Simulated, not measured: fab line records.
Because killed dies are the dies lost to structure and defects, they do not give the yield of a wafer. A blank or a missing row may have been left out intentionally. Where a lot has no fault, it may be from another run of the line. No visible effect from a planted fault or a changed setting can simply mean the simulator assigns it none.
fab line records	flow gf180mcu
record: lots: 6	wafers: 18	last-day: 34
route steps=602 shown V2@401 M3@409 V3@429
lots that met no fault: taken from a fault-free run of the same line
start-h: hours from the record's first day to the start of the lot's first wafer shown	wait-h: hours since the lot's step before	" unchanged from the row above	L1.1+2: a row that stands for several wafers	- no value, or no start was given	* or withheld: withheld	< > ~ a bound
route shown NAME@n: NAME is a module with steps in the file, n the number in the route of the first one	usual: mean/standard deviation taken from wafers without a fault	same: alike in all rows	chamber/n: place in a boat	sites: the reading at each site	_std_site: their standard deviation	_edge_site: mean of outer sites minus mean of inner sites	radius-mm: for every site, how far away it sits from the centre of the wafer	mask NAME#n: copy n	behind: the most recent tool/chamber to have shaped the wafer	hold: the reason the lot was held/the length of the hold in hours/how it ended	device: names the non-switching transistor (n, p or np)	end of line: tests of these same wafers at the route's end	a step given without rows: its recipe and nothing more	killed: count of dies lost to structure and defects at first sort (not the wafer's yield)	map: per-die view of a wafer (x killed, . not killed, _ where there is no die)
set.NAME: setting as actually run; set.NAME@STEP: the setting as run at that earlier step	model.NAME: the simulator's own value behind a step, which no gauge read
lots seen at some steps along the route; tables by step, rows by wafer
services: from which hour (start-h, from the record's first day; less than 0 if before it) a tool's chamber was out of use, for how many hours, and why
== steps ==
step: GF_V2_STRIP_19
recipe: chemistry: post-etch-residue-remover	time-s: 1200	temp-c: 72.5
step: GF_V2_CLEAN_20
recipe: chemistry: DIW	dry: n2-spin
step: GF_V2_SPUTTER_21
recipe: material: Ti	target-thk-nm: 15	chamber-pressure-pa: 5	power-w: 2500	substrate-temp-c: 200	time-s: 80.02
step: GF_V2_SPUTTER_22
recipe: material: TiN	target-thk-nm: 10	chamber-pressure-pa: 5	power-w: 4000	time-s: 40
usual: throttle-valve-pct: 30.1/0.84
lot.wafer	tool	chamber	start-h	wait-h	throttle-valve-pct
L525.3	pvd-sputter-04	-	569.15	0.0	29.6
L525.4	"	-	"	"	29.6
L525.6	"	-	"	"	29.5
L526.1	pvd-sputter-01	-	580.02	0.0	30.3
L526.2	"	-	"	"	31.0
L526.6	"	-	"	"	30.9
L529.1	pvd-sputter-04	-	604.73	0.0	30.5
L529.5	"	-	"	"	30.3
L529.6	"	-	"	"	30.0
L530.1	pvd-sputter-01	-	611.65	0.0	31.7
L530.4	"	-	"	"	31.1
L530.6	"	-	"	"	31.5
L531.1	pvd-sputter-01	-	623.04	0.0	29.7
L531.3	"	-	"	"	31.8
L531.5	"	-	"	"	30.9
L535.3	pvd-sputter-02	-	640.82	0.0	30.1
L535.4	"	-	"	"	29.5
L535.6	"	-	"	"	29.7
step: GF_V2_CVD_23
recipe: material: W	target-thk-nm: 350	time-s: 104.94	temp-c: 400	pressure-torr: 40
step: GF_V2_RS_MEAS_24
recipe: thk-meas-gauge: four-point-probe	reads: W_of_V2_CVD_23+TiN_of_V2_SPUTTER_22+Ti_of_V2_SPUTTER_21
usual: V2_W_RS: 0.326/0.0047
lot.wafer	tool	chamber	start-h	wait-h	V2_W_RS[ohm/sq]
L525.3	film-metro-04	-	569.34	0.1	0.327
L525.4	"	-	"	"	0.325
L525.6	"	-	"	"	0.323
L526.1	film-metro-04	-	580.17	0.1	0.324
L526.2	"	-	"	"	0.325
L526.6	"	-	"	"	0.325
L529.1	film-metro-04	-	604.88	0.1	0.329
L529.5	"	-	"	"	0.327
L529.6	"	-	"	"	0.326
L530.1	film-metro-03	-	611.80	0.1	0.330
L530.4	"	-	"	"	0.329
L530.6	"	-	"	"	0.329
L531.1	film-metro-03	-	623.19	0.1	0.329
L531.3	"	-	"	"	0.331
L531.5	"	-	"	"	0.330
L535.3	film-metro-03	-	641.01	0.1	0.328
L535.4	"	-	"	"	0.330
L535.6	"	-	"	"	0.327
step: GF_V2_THK_MEAS_25
recipe: thk-meas-gauge: xrf	reads: W_of_V2_CVD_23
usual: V2_W_THK: 351/5.9
lot.wafer	tool	chamber	start-h	wait-h	V2_W_THK[nm]
L525.3	film-metro-04	-	569.44	0.1	347
L525.4	"	-	"	"	348
L525.6	"	-	"	"	350
L526.1	film-metro-04	-	580.29	0.1	354
L526.2	"	-	"	"	352
L526.6	"	-	"	"	351
L529.1	film-metro-04	-	605.00	0.1	350
L529.5	"	-	"	"	354
L529.6	"	-	"	"	352
L530.1	film-metro-03	-	611.92	0.1	342
L530.4	"	-	"	"	341
L530.6	"	-	"	"	344
L531.1	film-metro-03	-	623.31	0.1	341
L531.3	"	-	"	"	342
L531.5	"	-	"	"	341
L535.3	film-metro-03	-	641.11	0.1	349
L535.4	"	-	"	"	345
L535.6	"	-	"	"	349
step: GF_V2_CMP_26
recipe: stop-on: SiO2	down-force-psi: 3.5	platen-rpm: 60	t-overpolish-s: 15	target-thk-nm: 0	pad-velocity-m-s: 0.94248
step: GF_M3_SPUTTER_00
recipe: material: Ti	target-thk-nm: 37.5	arriving-ion-energy-ev: 80	substrate-temp-c: 200	chamber-pressure-pa: 2	power-w: 4000	time-s: 150
step: GF_M3_SPUTTER_01
recipe: material: TiN	target-thk-nm: 30	power-w: 6500	time-s: 25	chamber-pressure-pa: 0.4
usual: throttle-valve-pct: 30.3/0.75
lot.wafer	tool	chamber	start-h	wait-h	throttle-valve-pct
L525.3	pvd-sputter-01	-	569.88	0.1	31.7
L525.4	"	-	"	"	30.9
L525.6	"	-	"	"	29.8
L526.1	pvd-sputter-03	-	580.75	0.1	29.8
L526.2	"	-	"	"	31.1
L526.6	"	-	"	"	30.9
L529.1	pvd-sputter-01	-	605.46	0.1	31.8
L529.5	"	-	"	"	30.0
L529.6	"	-	"	"	31.2
L530.1	pvd-sputter-03	-	612.38	0.1	31.2
L530.4	"	-	"	"	29.8
L530.6	"	-	"	"	31.0
L531.1	pvd-sputter-04	-	623.77	0.1	30.6
L531.3	"	-	"	"	29.8
L531.5	"	-	"	"	29.9
L535.3	pvd-sputter-01	-	641.55	0.1	30.6
L535.4	"	-	"	"	31.1
L535.6	"	-	"	"	31.6
step: GF_M3_SPUTTER_02
recipe: material: AlCu	target-thk-nm: 450	power-w: 10600	time-s: 23.9	chamber-pressure-pa: 0.4
step: GF_M3_SPUTTER_03
recipe: material: Ti	target-thk-nm: 10	substrate-temp-c: 300	chamber-pressure-pa: 0.3	power-w: 3000	time-s: 6.7
usual: throttle-valve-pct: 30.3/0.78
lot.wafer	tool	chamber	start-h	wait-h	throttle-valve-pct
L525.3	pvd-sputter-01	-	569.94	0.0	31.7
L525.4	"	-	"	"	31.5
L525.6	"	-	"	"	29.9
L526.1	pvd-sputter-03	-	580.81	0.0	29.4
L526.2	"	-	"	"	31.2
L526.6	"	-	"	"	31.3
L529.1	pvd-sputter-01	-	605.52	0.0	32.0
L529.5	"	-	"	"	30.1
L529.6	"	-	"	"	31.1
L530.1	pvd-sputter-03	-	612.44	0.0	31.3
L530.4	"	-	"	"	30.0
L530.6	"	-	"	"	30.9
L531.1	pvd-sputter-04	-	623.83	0.0	30.4
L531.3	"	-	"	"	29.8
L531.5	"	-	"	"	29.6
L535.3	pvd-sputter-01	-	641.61	0.0	30.4
L535.4	"	-	"	"	31.1
L535.6	"	-	"	"	31.7
step: GF_M3_SPUTTER_04
recipe: material: TiN	target-thk-nm: 50	power-w: 6500	time-s: 41.7	chamber-pressure-pa: 0.4
usual: throttle-valve-pct: 30.2/0.78
lot.wafer	tool	chamber	start-h	wait-h	throttle-valve-pct	model.TiN_of_M3_SPUTTER_04.thk-nm
L525.3	pvd-sputter-01	-	569.96	0.0	31.8	50.5
L525.4	"	-	"	"	31.1	49.38
L525.6	"	-	"	"	29.9	50.07
L526.1	pvd-sputter-03	-	580.83	0.0	29.8	50.02
L526.2	"	-	"	"	30.7	50.19
L526.6	"	-	"	"	31.0	50.23
L529.1	pvd-sputter-01	-	605.54	0.0	31.8	43.45
L529.5	"	-	"	"	29.9	49.98
L529.6	"	-	"	"	31.1	49.86
L530.1	pvd-sputter-03	-	612.46	0.0	30.9	49.26
L530.4	"	-	"	"	30.1	49.43
L530.6	"	-	"	"	31.0	49.04
L531.1	pvd-sputter-04	-	623.85	0.0	30.7	49.86
L531.3	"	-	"	"	29.7	50.32
L531.5	"	-	"	"	29.7	50.07
L535.3	pvd-sputter-01	-	641.63	0.0	30.5	49.6
L535.4	"	-	"	"	30.9	49.96
L535.6	"	-	"	"	31.6	42.98
step: GF_M3_RS_MEAS_05
recipe: thk-meas-gauge: four-point-probe	reads: TiN_of_M3_SPUTTER_04+Ti_of_M3_SPUTTER_03+AlCu_of_M3_SPUTTER_02+TiN_of_M3_SPUTTER_01+Ti_of_M3_SPUTTER_00
usual: M3_ALCU_RS: 0.0691/0.00061
lot.wafer	tool	chamber	start-h	wait-h	M3_ALCU_RS[ohm/sq]
L525.3	film-metro-04	-	570.04	0.1	0.0688
L525.4	"	-	"	"	0.0686
L525.6	"	-	"	"	0.0697
L526.1	film-metro-03	-	580.87	0.0	0.0695
L526.2	"	-	"	"	0.0698
L526.6	"	-	"	"	0.0697
L529.1	film-metro-04	-	605.58	0.0	0.0699
L529.5	"	-	"	"	0.0699
L529.6	"	-	"	"	0.0692
L530.1	film-metro-03	-	612.50	0.0	0.0684
L530.4	"	-	"	"	0.0690
L530.6	"	-	"	"	0.0687
L531.1	film-metro-03	-	623.89	0.0	0.0691
L531.3	"	-	"	"	0.0693
L531.5	"	-	"	"	0.0693
L535.3	film-metro-04	-	641.71	0.1	0.0701
L535.4	"	-	"	"	0.0696
L535.6	"	-	"	"	0.0695
step: GF_M3_THK_MEAS_06
recipe: thk-meas-gauge: xrf	reads: AlCu_of_M3_SPUTTER_02
usual: M3_ALCU_THK: 464/3.9
lot.wafer	tool	chamber	start-h	wait-h	M3_ALCU_THK[nm]
L525.3	film-metro-04	-	570.14	0.1	463
L525.4	"	-	"	"	466
L525.6	"	-	"	"	457
L526.1	film-metro-03	-	580.99	0.1	462
L526.2	"	-	"	"	459
L526.6	"	-	"	"	458
L529.1	film-metro-04	-	605.70	0.1	465
L529.5	"	-	"	"	459
L529.6	"	-	"	"	465
L530.1	film-metro-03	-	612.62	0.1	469
L530.4	"	-	"	"	469
L530.6	"	-	"	"	469
L531.1	film-metro-03	-	624.01	0.1	466
L531.3	"	-	"	"	462
L531.5	"	-	"	"	465
L535.3	film-metro-04	-	641.81	0.1	460
L535.4	"	-	"	"	461
L535.6	"	-	"	"	468
step: GF_M3_DEHYDRATE_07
recipe: temp-c: 200	time-s: 60
step: GF_M3_HMDS_08
recipe: prime-time-s: 60	prime-temp-c: 120
step: GF_M3_COAT_09
recipe: resist: KrF	spin-rpm: withheld	resist-thk-nm: 1000
step: GF_M3_SOFTBAKE_10
recipe: temp-c: 130	time-s: 60	resist: KrF
step: GF_M3_EXPOSE_11
recipe: mask-id: Metal3	target-cd-nm: 280	na: 0.68	source-shape: conventional	sigma-outer: 0.6	dose-mj: 28
step: GF_M3_PEB_12
recipe: peb-temp-c: 135	peb-time-s: 86.96	resist: KrF
step: GF_M3_DEVELOP_13
recipe: develop-time-s: 60	dev-temp-c: 21
step: GF_M3_CD_MEAS_14
recipe: target-cd-nm: 280
usual: cd-nm: 280.3/1.4
lot.wafer	tool	chamber	start-h	wait-h	cd-nm
L525.3	cd-sem-02	-	591.97	0.1	282.2
L525.4	"	-	"	"	281.8
L525.6	"	-	"	"	281.8
L526.1	cd-sem-02	-	602.18	0.1	279.4
L526.2	"	-	"	"	278.9
L526.6	"	-	"	"	278.4
L529.1	cd-sem-02	-	626.13	0.1	280.7
L529.5	"	-	"	"	282.7
L529.6	"	-	"	"	279.0
L530.1	cd-sem-02	-	632.70	0.2	279.1
L530.4	"	-	"	"	279.9
L530.6	"	-	"	"	278.7
L531.1	cd-sem-02	-	644.03	0.1	281.5
L531.3	"	-	"	"	281.7
L531.5	"	-	"	"	280.4
L535.3	cd-sem-01	-	661.02	0.1	281.5
L535.4	"	-	"	"	282.2
L535.6	"	-	"	"	280.7
step: GF_M3_OVL_MEAS_15
usual: M3_OVL: -4/5
lot.wafer	tool	chamber	start-h	wait-h	M3_OVL[nm]
L525.3	overlay-01	-	592.06	0.1	-1
L525.4	"	-	"	"	-1
L525.6	"	-	"	"	1
L526.1	overlay-01	-	602.30	0.1	-2
L526.2	"	-	"	"	-4
L526.6	"	-	"	"	-12
L529.1	overlay-02	-	626.25	0.1	-10
L529.5	"	-	"	"	0
L529.6	"	-	"	"	-15
L530.1	overlay-01	-	632.82	0.1	1
L530.4	"	-	"	"	-5
L530.6	"	-	"	"	0
L531.1	overlay-01	-	644.15	0.1	1
L531.3	"	-	"	"	1
L531.5	"	-	"	"	-6
L535.3	overlay-02	-	661.11	0.1	-8
L535.4	"	-	"	"	-15
L535.6	"	-	"	"	-16
step: GF_M3_METAL_ETCH_16
recipe: chemistry: Cl2/BCl3	mask-material: KrF	target-depth-nm: 627.5	stop-on: SiO2	pressure-mtorr: 8	icp-w: 800	bias-w: 140	Cl2_flow_sccm: 80	bcl3-flow-sccm: 40	time-s: 104.6
step: GF_M3_STRIP_17
recipe: chemistry: O2/N2	power-w: 1400	pressure-mtorr: 1500	platen-temp-c: 250	o2-flow-sccm: 3000	n2-flow-sccm: 300	overash-fraction: 0.5
step: GF_M3_STRIP_18
recipe: chemistry: post-etch-residue-remover	time-s: 1200	temp-c: 72.5
step: GF_M3_CLEAN_19
recipe: chemistry: DIW	dry: n2-spin
step: GF_V3_CVD_00
recipe: material: SiO2	target-thk-nm: 600	sigma-open-frac: 0.3	temp-c: 400	time-s: 100	sih4-flow-sccm: 60	pressure-mtorr: 6
step: GF_V3_THK_MEAS_01
recipe: reads: SiO2_of_V3_CVD_00
usual: V3_CVD_00_THK: 597/6.2
lot.wafer	tool	chamber	start-h	wait-h	V3_CVD_00_THK[nm]
L525.3	film-metro-01	-	593.26	0.1	603
L525.4	"	-	"	"	605
L525.6	"	-	"	"	599
L526.1	film-metro-03	-	603.17	0.0	596
L526.2	"	-	"	"	588
L526.6	"	-	"	"	588
L529.1	film-metro-02	-	627.13	0.0	594
L529.5	"	-	"	"	587
L529.6	"	-	"	"	596
L530.1	film-metro-02	-	633.61	0.0	601
L530.4	"	-	"	"	596
L530.6	"	-	"	"	601
L531.1	film-metro-01	-	645.01	0.0	598
L531.3	"	-	"	"	593
L531.5	"	-	"	"	600
L535.3	film-metro-03	-	661.91	0.1	594
L535.4	"	-	"	"	599
L535.6	"	-	"	"	603
step: GF_V3_CVD_02
recipe: material: SiO2	target-thk-nm: 850	precursor: TEOS	temp-c: 400	time-s: 94.851	rf-w: 584.6
usual: heater-power-w: 652/100
lot.wafer	tool	chamber	start-h	wait-h	heater-power-w
L525.3	pecvd-04	2	593.30	0.0	688
L525.4	"	0	"	"	774
L525.6	"	2	"	"	723
L526.1	pecvd-04	2	603.23	0.1	736
L526.2	"	1	"	"	493
L526.6	"	1	"	"	557
L529.1	pecvd-03	2	627.19	0.1	663
L529.5	"	0	"	"	503
L529.6	"	1	"	"	771
L530.1	pecvd-04	0	633.67	0.1	773
L530.4	"	0	"	"	789
L530.6	"	2	"	"	683
L531.1	pecvd-04	1	645.07	0.1	576
L531.3	"	0	"	"	706
L531.5	"	1	"	"	589
L535.3	pecvd-03	2	661.95	0.0	612
L535.4	"	1	"	"	781
L535.6	"	0	"	"	500
step: GF_V3_THK_MEAS_03
recipe: reads: SiO2_of_V3_CVD_02
usual: V3_CVD_02_THK: 844/11
lot.wafer	tool	chamber	start-h	wait-h	V3_CVD_02_THK[nm]
L525.3	film-metro-03	-	593.39	0.1	835
L525.4	"	-	"	"	852
L525.6	"	-	"	"	855
L526.1	film-metro-02	-	603.30	0.0	845
L526.2	"	-	"	"	831
L526.6	"	-	"	"	860
L529.1	film-metro-02	-	627.26	0.0	830
L529.5	"	-	"	"	842
L529.6	"	-	"	"	846
L530.1	film-metro-03	-	633.74	0.0	844
L530.4	"	-	"	"	853
L530.6	"	-	"	"	854
L531.1	film-metro-01	-	645.14	0.0	835
L531.3	"	-	"	"	839
L531.5	"	-	"	"	849
L535.3	film-metro-01	-	662.04	0.1	825
L535.4	"	-	"	"	842
L535.6	"	-	"	"	836
step: GF_V3_CMP_04
recipe: material: SiO2	down-force-psi: 4	platen-rpm: 60	pad-velocity-m-s: 0.94248
usual: motor-current-A: 12.1/1.2	time-to-endpoint-s: 79/6.4
lot.wafer	tool	chamber	start-h	wait-h	motor-current-A	time-to-endpoint-s
L525.4	cmp-02	2	593.43	0.0	13.4	80
L525.3	"	1	"	"	13.2	73
L525.6	"	3	"	"	12.6	83
L526.2	cmp-01	2	603.47	0.2	12.6	75
L526.1	"	3	"	"	11.2	86
L526.6	"	1	"	"	9.7	89
L529.1	cmp-02	0	627.32	0.1	13.2	72
L529.5	"	0	"	"	12.9	74
L529.6	"	1	"	"	12.8	75
L530.4	cmp-02	1	633.80	0.0	12.8	76
L530.1	"	3	"	"	12.8	76
L530.6	"	1	"	"	12.5	79
L531.3	cmp-02	3	645.20	0.0	12.9	76
L531.1	"	1	"	"	13.0	74
L531.5	"	0	"	"	12.2	80
L535.3	cmp-02	3	662.13	0.1	12.0	68
L535.4	"	1	"	"	13.0	71
L535.6	"	3	"	"	12.7	74
step: GF_V3_BOW_MEAS_05
recipe: mode: bow
usual: V3_BOW: 114/9.6
lot.wafer	tool	chamber	start-h	wait-h	V3_BOW[um]
L525.3	film-metro-02	-	593.77	0.1	87
L525.4	"	-	"	"	103
L525.6	"	-	"	"	95
L526.1	film-metro-01	-	603.72	0.1	115
L526.2	"	-	"	"	123
L526.6	"	-	"	"	108
L529.1	film-metro-03	-	627.62	0.2	117
L529.5	"	-	"	"	113
L529.6	"	-	"	"	109
L530.1	film-metro-01	-	634.10	0.1	129
L530.4	"	-	"	"	123
L530.6	"	-	"	"	116
L531.1	film-metro-01	-	645.50	0.1	114
L531.3	"	-	"	"	104
L531.5	"	-	"	"	105
L535.3	film-metro-01	-	662.42	0.2	129
L535.4	"	-	"	"	128
L535.6	"	-	"	"	128
step: GF_V3_DEHYDRATE_06
recipe: temp-c: 200	time-s: 60
step: GF_V3_HMDS_07
recipe: prime-time-s: 60	prime-temp-c: 120
step: GF_V3_COAT_08
recipe: resist: BARC	temp-c: withheld	time-s: withheld	spin-rpm: withheld	resist-thk-nm: withheld
step: GF_V3_COAT_09
recipe: resist: KrF	spin-rpm: withheld	resist-thk-nm: 1000
step: GF_V3_SOFTBAKE_10
recipe: temp-c: 130	time-s: 60	resist: KrF
step: GF_V3_EXPOSE_11
recipe: mask-id: Via3	target-cd-nm: 260	na: 0.68	source-shape: conventional	sigma-outer: 0.6	dose-mj: 38
step: GF_V3_PEB_12
recipe: peb-temp-c: 135	peb-time-s: 90	resist: KrF
step: GF_V3_DEVELOP_13
recipe: develop-time-s: 60	resist: KrF	dev-temp-c: 21
step: GF_V3_STRIP_19
recipe: chemistry: post-etch-residue-remover	time-s: 1200	temp-c: 72.5
lot.wafer	tool	chamber	start-h	wait-h	model.TiN_of_M3_SPUTTER_04.thk-nm
L525.3	wet-bench-01	3	615.40	0.0	49.67
L525.4	"	3	"	"	48.55
L525.6	"	3	"	"	49.23
L526.1	wet-bench-04	2	625.45	0.1	49.18
L526.2	"	2	"	"	49.35
L526.6	"	2	"	"	49.39
L529.1	wet-bench-01	2	647.82	0.1	42.61
L529.5	"	2	"	"	49.14
L529.6	"	2	"	"	49.02
L530.1	wet-bench-02	0	653.97	0.1	48.42
L530.4	"	0	"	"	48.59
L530.6	"	0	"	"	48.21
L531.1	wet-bench-04	2	665.75	0.1	49.02
L531.3	"	2	"	"	49.47
L531.5	"	2	"	"	49.22
L535.3	wet-bench-01	3	681.87	0.0	48.77
L535.4	"	3	"	"	49.12
L535.6	"	3	"	"	42.14
== services ==
tool	chamber	start-h	hours	kind
wet-bench-01	-	554.72	1.7	repair
pvd-sputter-03	-	556.92	0.9	repair
pecvd-03	2	557.10	2.1	repair
wet-bench-01	-	569.50	3.8	repair
cmp-02	-	572.00	4.0	pm
cmp-02	-	576.00	-	consumable-replace:conditioner
cmp-02	-	576.00	-	consumable-replace:pad
pecvd-03	-	591.12	14.0	pm
pecvd-03	0	591.12	14.0	vent-cycle
pecvd-03	1	591.12	14.0	vent-cycle
pecvd-03	2	591.12	14.0	vent-cycle
cmp-01	-	592.22	1.5	repair
cmp-02	-	601.94	1.5	repair
cmp-02	-	601.95	0.3	repair
pecvd-03	0	605.12	-	clean
pvd-sputter-01	1	607.97	-	consumable-replace:kit
pvd-sputter-01	1	607.97	18.0	scheduled-down
pvd-sputter-01	1	607.97	18.0	vent-cycle
cmp-01	-	630.96	1.8	repair
pecvd-03	1	649.04	6.4	repair
cmp-02	-	676.31	15.2	repair
pvd-sputter-03	3	678.54	-	consumable-replace:kit
pvd-sputter-03	3	678.54	18.0	scheduled-down
pvd-sputter-03	3	678.54	18.0	vent-cycle
== key ==
first-sign none at tools or gauges
model-effect: step: GF_M3_SPUTTER_04	value: TiN_of_M3_SPUTTER_04.thk-nm	without: 50.23	struck: 43.22
model-effect: step: GF_V3_STRIP_19	value: TiN_of_M3_SPUTTER_04.thk-nm	without: 49.39	struck: 42.38
met-at GF_M3_SPUTTER_04
struck-wafers L529.1,L535.6
onset-between 569.96 605.54
fault: kind: process-parameter-drift	tool: pvd-sputter-01	chamber: -	onset-h: 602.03	steps: GF_M3_SPUTTER_04	channel: time-s	offset: *	shape: step	end-h: 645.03	acts-in: *	stated: *	scope: struck-wafers-only
